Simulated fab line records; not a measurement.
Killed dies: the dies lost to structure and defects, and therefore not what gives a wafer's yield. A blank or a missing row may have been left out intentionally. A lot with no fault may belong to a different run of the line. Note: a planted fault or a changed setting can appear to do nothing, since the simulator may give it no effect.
Which tool was responsible?	flow gf180mcu	13 lots with 39 wafers sampled at 3 steps, on a route of 602 steps

== WHAT EACH GAUGE READ, for each wafer ==
GF_MIM_THK_MEAS_06.
lot	measured	on	MIM_CVD_05_THK (nm)
L321	day 24 07:05	film-metro-02	41.5 41.1 42.1
L322	day 24 17:33	film-metro-03	41.7 42.8 42.7
L323	day 25 02:54	film-metro-02	40.7 41.2 41.8
L324	day 25 04:11	film-metro-03	41.8 43.0 41.9
L325	day 25 21:31	film-metro-02	40.9 40.8 41.8
L326	day 26 02:56	film-metro-03	41.0 41.0 42.5
L328	day 27 05:05	film-metro-03	41.6 41.1 41.5
L329	day 27 07:04	film-metro-02	42.1 42.3 42.4
L335	day 29 00:42	film-metro-03	41.8 42.1 42.7
L337	day 29 12:37	film-metro-02	41.8 41.6 42.0
L340	day 30 09:53	film-metro-01	41.4 42.4 41.6
L342	day 31 00:13	film-metro-03	41.7 41.5 42.1
L344	day 31 06:54	film-metro-01	41.8 40.7 42.0

== WHICH TOOL RAN EACH LOT (tool, then ch and the chambers of the sampled wafers, then the start) ==
lot	GF_HV_LDD_STRIP_22	GF_MIM_SPUTTER_00
L321	plasma-asher-03 ch 0,1, day 10 16:42	pvd-sputter-02, day 24 06:50
L322	plasma-asher-03 ch 0,1, day 11 01:00	pvd-sputter-02, day 24 17:18
L323	plasma-asher-02 ch 0,1, day 11 05:00	pvd-sputter-03, day 25 02:38
L324	plasma-asher-02 ch 0,1, day 11 11:56	pvd-sputter-02, day 25 03:56
L325	plasma-asher-03 ch 0,1, day 12 01:32	pvd-sputter-02, day 25 21:13
L326	plasma-asher-02 ch 0,1, day 12 06:48	pvd-sputter-02, day 26 02:38
L328	plasma-asher-02 ch 0,1, day 13 06:38	pvd-sputter-03, day 27 04:49
L329	plasma-asher-02 ch 0,1, day 13 08:37	pvd-sputter-03, day 27 06:48
L335	plasma-asher-03 ch 0,1, day 15 05:20	pvd-sputter-02, day 29 00:26
L337	plasma-asher-03 ch 0,1, day 15 20:29	pvd-sputter-01, day 29 12:21
L340	plasma-asher-04 ch 0,1, day 16 19:57	pvd-sputter-02, day 30 09:37
L342	plasma-asher-02 ch 1, day 17 09:33	pvd-sputter-03, day 30 23:56
L344	plasma-asher-04 ch 0, day 17 22:38	pvd-sputter-03, day 31 06:38
- GF_HV_LDD_STRIP_22: strips in O2/N2.
- GF_MIM_SPUTTER_00: material Ti, target thk 37.5 nm, time 150 s.

== AS READ BY THE TOOLS THEMSELVES (means over the sampled wafers that have a number; for cases with no such wafer, the mark the record gives instead) ==
GF_HV_LDD_STRIP_22.
lot	tool	drypump-motor-current-A (A)	heater-power-w (W)	oes-product-au (a.u.)	platen-temp-c (C)	strip-time-to-endpoint-s (s)
L321	plasma-asher-03	6.08	291	0.712	250.06	12.63
L322	plasma-asher-03	6.08	294	0.719	250.06	12.61
L323	plasma-asher-02	5.98	351	0.713	249.97	12.66
L324	plasma-asher-02	5.80	367	0.714	249.85	12.59
L325	plasma-asher-03	6.08	293	0.716	250.22	12.61
L326	plasma-asher-02	5.79	371	0.715	250.25	12.62
L328	plasma-asher-02	5.80	368	0.715	249.96	12.61
L329	plasma-asher-02	5.80	369	0.715	250.02	12.62
L335	plasma-asher-03	6.02	277	0.716	249.99	12.70
L337	plasma-asher-03	6.02	275	0.718	250.14	12.64
L340	plasma-asher-04	5.55	338	0.716	249.96	12.63
L342	plasma-asher-02	6.16	336	0.713	249.75	12.64
L344	plasma-asher-04	5.26	315	0.713	250.11	12.65

GF_MIM_SPUTTER_00.
lot	tool	throttle-valve-pct (%)
L321	pvd-sputter-02	31.7
L322	pvd-sputter-02	31.7
L323	pvd-sputter-03	29.1
L324	pvd-sputter-02	31.0
L325	pvd-sputter-02	30.3
L326	pvd-sputter-02	31.6
L328	pvd-sputter-03	28.9
L329	pvd-sputter-03	29.4
L335	pvd-sputter-02	30.9
L337	pvd-sputter-01	29.9
L340	pvd-sputter-02	31.8
L342	pvd-sputter-03	29.6
L344	pvd-sputter-03	28.3

== THE ANSWER, worked out from the rows above alone ==
Rule: what is usual is taken from the lots themselves. The widest of any qualifying gaps counts: lots, ordered by their means at a reading, are off when they make up no more than a third of the lots, leave a main group of 4 or more, and stand apart from it by 3 or more times the standard deviation of that group's means. The tables above print the reading to a certain number of digits; a main group whose means all agree to those digits is not used. Also off: a lot with no number at a reading for which 4 or more lots have one. All remaining lots with rows at the step are treated as sound. After the gauges, taken in route order, come the tools' own readings; for these a lot's mean is taken, as printed above. At the first step where some lot is off, the reading lying furthest off is the one used; lots without a number count as furthest.
None of the lots is off at any reading shown; this tells nothing.

== WHAT HAD BEEN PUT IN BY THE SIMULATOR ==
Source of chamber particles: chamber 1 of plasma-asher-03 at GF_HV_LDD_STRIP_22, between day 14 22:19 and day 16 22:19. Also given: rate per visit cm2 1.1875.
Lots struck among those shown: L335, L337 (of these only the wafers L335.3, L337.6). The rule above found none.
